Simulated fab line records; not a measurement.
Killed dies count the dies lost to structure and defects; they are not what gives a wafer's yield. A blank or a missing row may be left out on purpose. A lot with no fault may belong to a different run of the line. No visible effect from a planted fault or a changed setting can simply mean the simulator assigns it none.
Comparing a struck lot with a sound one -- flow gf180mcu -- 14 steps out of a route of 602
Sound: these wafers, L668.1, L668.4, L668.5. The struck wafers were L662.1, L662.3, L662.5. The cause comes at the end.
Order at every step that has rows: each side's tool, ch and its chambers, its first start. Under that, the readings that differ: sound wafers -- struck wafers -- difference of the means -- sigmas: that difference in standard deviations of wafers without a fault.
alike: readings with means less than 2 such deviations apart, plus words and numbers identical on both sides. not compared: withheld readings, readings lacking a value on some wafer, bounds such as >300 that could conceal the same value, and numbers that have no deviation in the record and whose values overlap.
Wherever a step has rows on one side only, a row that says differs or no value, or a row with sigmas, the two part there. When numbers do not overlap yet have no deviation, they are printed without sigmas and do not part them. Lack of a reading on every wafer of one side parts them only where that side has two or more wafers.

GF_VT_IMPLANT_RS_MEAS_47: measures by four-point-probe.
  sound: film metro-03 at day 11 20:40; struck: film metro-04 at day 10 04:31
  alike: NWELL_RS
GF_VT_IMPLANT_RS_MEAS_48: measures by four-point-probe.
  sound: film metro-03 at day 11 20:47; struck: film metro-04 at day 10 04:38
  alike: LVPWELL_RS
GF_VT_IMPLANT_RS_MEAS_49: measures by four-point-probe.
  sound: film metro-03 at day 11 20:54; struck: film metro-04 at day 10 04:45
  alike: MVPSD_RS
then, 4 steps without rows for these wafers: GF_VT_IMPLANT_WET_ETCH_50 (etches SiO2 in dHF, target depth 20 nm, time 400 s); GF_DUAL_GATE_CLEAN_00 (cleans in SC1/SC2, time 150 s); GF_DUAL_GATE_CLEAN_01 (cleans in dHF, time 20 s); GF_DUAL_GATE_OXIDATION_02 (stabilise 600 s, purge 300 s, target thk 10.887 nm).
GF_DUAL_GATE_THK_MEAS_03:
  sound: film metro-03 at day 11 22:39; struck: film metro-04 at day 10 06:58
  alike: DUAL_GATE_OXIDATION_00_THK
then, 4 steps without rows for these wafers: GF_DUAL_GATE_DEHYDRATE_04 (time 60 s); GF_DUAL_GATE_HMDS_05 (prime time 60 s); GF_DUAL_GATE_COAT_06 (resist thk 1000 nm); GF_DUAL_GATE_SOFTBAKE_07 (time 60 s).
GF_DUAL_GATE_EXPOSE_08: exposes mask Dualgate, target cd 700 nm.
  sound on iline stepper-01 ch 0, day 12 07:52; struck on iline stepper-01, day 10 16:02
  no value came back on the struck wafers for exposure dose mJ cm2, focus offset nm (nm); on the sound wafers exposure dose mJ cm2 reads 139.84 139.87 140.06
  alike: mask
then, 1 step without rows for these wafers: GF_DUAL_GATE_PEB_09.

== WHERE THEY PART ==
GF_DUAL_GATE_EXPOSE_08 only, going by this record.

WHY: what had been put in by the simulator
At GF_DUAL_GATE_EXPOSE_08, the step was skipped entirely on iline stepper-01 from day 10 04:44 on. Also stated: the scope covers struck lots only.
